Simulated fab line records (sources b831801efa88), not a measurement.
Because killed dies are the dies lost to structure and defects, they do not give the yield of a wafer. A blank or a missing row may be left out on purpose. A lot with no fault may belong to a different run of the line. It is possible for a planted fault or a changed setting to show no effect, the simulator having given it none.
Chamber matching -- flow sky130 -- 4 sister chambers for SKY_SPACER_ETCHBACK_02 on rie-diel-04
The step etches Si3N4 in CH3F/O2, stops on SiO2, time 46.7 s, target depth 45 nm. 14 wafers are shown with their chamber, then 7 later ones without.

WAFERS, EACH WITH ITS CHAMBER
wafer,chamber,drypump-motor-current-A (A),oes-product-au (a.u.),throttle-valve-pct (%)
L077.1,1,6.7,0.850,10.572
L077.2,0,5.7,0.856,10.559
L077.3,2,6.6,0.852,10.558
L077.4,3,6.1,0.859,10.566
L077.5,1,6.7,0.849,10.585
L077.6,0,5.6,0.870,10.559
L081.2,2,6.6,0.850,10.559
L081.4,3,6.1,0.860,10.555
L081.6,0,5.7,0.860,10.561
L084.1,1,6.7,0.848,10.549
L084.3,2,6.6,0.843,10.556
L084.5,2,6.6,0.838,10.549
L087.3,2,6.5,0.850,10.555
L087.5,1,6.7,0.861,10.564

SIGNATURES (averages over the wafers above)
reading,chamber 0,chamber 1,chamber 2,chamber 3,scatter within a chamber
drypump-motor-current-A,5.667,6.700,6.580,6.100,0.0383
oes-product-au,0.86200,0.85200,0.84660,0.85950,0.00595
throttle-valve-pct,10.55967,10.56750,10.55540,10.56050,0.00897
Rule: for a wafer and a chamber, the distance is found by dividing, reading by reading, the gap between the wafer's reading and the chamber's mean by the reading's scatter, squaring, summing and taking the root. If the next closest chamber is less than 2 further off than the closest, the wafer can't be placed; otherwise it belongs to the closest. How the scatter is found: for the shown wafers, subtract from each reading the mean of its chamber, square and add these, divide the total by (wafers less chambers), then take the root.

WAFERS WITHOUT THEIR CHAMBER
wafer,drypump-motor-current-A (A),oes-product-au (a.u.),throttle-valve-pct (%)
L087.6,6.6,0.853,10.561
L085.2,6.7,0.853,10.564
L085.3,5.7,0.853,10.559
L085.6,6.7,0.859,10.580
L092.1,6.6,0.847,10.579
L092.2,6.1,0.856,10.560
L092.4,6.8,0.850,10.548

EACH ONE'S CHAMBER
wafer,from the rows above,in truth
L087.6,can't be placed: 2 or 1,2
L085.2,1,1
L085.3,0,0
L085.6,1,1
L092.1,can't be placed: 2 or 1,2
L092.2,3,3
L092.4,1,1
5 of 7 placed correctly. Can't be placed from these rows: 2 (the true chamber is among the candidates in 2). Wrongly placed: 0.
